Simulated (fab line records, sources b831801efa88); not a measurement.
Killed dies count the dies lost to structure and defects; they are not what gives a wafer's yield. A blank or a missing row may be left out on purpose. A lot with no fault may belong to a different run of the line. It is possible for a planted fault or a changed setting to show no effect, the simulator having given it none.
Problem report in the 8D (eight disciplines) form, filled by code / flow gf180mcu / the parts of the form that need people (team, actions taken, sign-off) are left out

1. WHAT WENT WRONG
strip-time-to-endpoint-s at GF_HV_LDD_STRIP_10 reads a mean of 13.04 s on 6 wafers of 2 lots; wafers without a fault read 12.64 s with a standard deviation of 0.034. Relative to the usual mean, that is a shift of +12 standard deviations.
The step: strips in O2/N2.
Seen first at day 12 20:20 on plasma-asher-04, wafer L896.1. Wafers with a number at this step in the record: 39, from 13 lots. By rule, "out" or "out of limits" means more than 4 standard deviations away from the usual mean. The rest of the wafers with a number are treated as sound.

2. WHAT IT IS, AND WHAT IT ISN'T
question=which readings at this step | is=strip-time-to-endpoint-s | is not=drypump-motor-current-A, heater-power-w
question=which lots | is=L896, L897 | is not=L887, L888, L889, L891, L892, L900, L905, L907, L908, L909, L910
question=which wafers of those lots | is=all that have a number | is not=-
question=read on which tools | is=plasma-asher-04 | is not=plasma-asher-02, plasma-asher-03
question=when | is=from day 12 20:20 | is not=up to then (15 sound wafers); but 18 sound wafers of L900, L905, L907, L908, L909, L910 came after

3. THE SUSPECTS, EACH WITH WHAT RULES IT OUT
Counting: a tool at a process step up to the reading stays a suspect if it ran every lot that is out and no sound lot after the first of them.
- litho-track-01 at GF_HV_LDD_COAT_02 (resist thk 1000 nm): kept. All lots that are out passed through it, beginning with L896 at day 12 10:41, and no sound lot followed; its final sound lot before that point was L891 at day 10 19:44.
- plasma-asher-04 at GF_HV_LDD_STRIP_10 (strips in O2/N2): ruled out as a lasting fault. Following L896 (day 12 20:20), the first lot on it that is out, the sound lots L905, L907, L909 were run on it.
The count leaves litho-track-01 at GF_HV_LDD_COAT_02.

4. THE CAUSE (what the simulator had put in)
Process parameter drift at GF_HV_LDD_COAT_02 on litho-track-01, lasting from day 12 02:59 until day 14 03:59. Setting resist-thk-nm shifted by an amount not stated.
The count eliminated every tool but this one.

5. SEQUENCE OF EFFECTS, ordered by route
Each row: a reading where the mean over the struck wafers with a number is more than 3 standard deviations away from the usual. Scope: only readings with a usual standard deviation given in the record; hours: median across lots of the time from each lot's start at the first step in this table that gives one to its start at this step; sigmas: change in usual standard deviations.
hours=0; step=GF_HV_LDD_STRIP_10; reading=strip-time-to-endpoint-s; usual=12.64 s; on struck wafers=13.04; change=+0.40; sigmas=+12
The process steps in it:
- GF_HV_LDD_STRIP_10: strips in O2/N2.

6. WHAT WOULD HAVE CAUGHT IT SOONER
In this record the first reading out of limits was taken at day 12 20:20, 17 hours after the fault began at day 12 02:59.
Tool readings at GF_HV_LDD_COAT_02 with a usual standard deviation given in the record: none out on any struck wafer, hence no alarm at a limit of 4 standard deviations on them.
The start of GF_HV_LDD_COAT_02 on litho-track-01 came by day 12 20:20 for every one of the lots that are out (2). Holding the tool at that point would not have protected any of them.
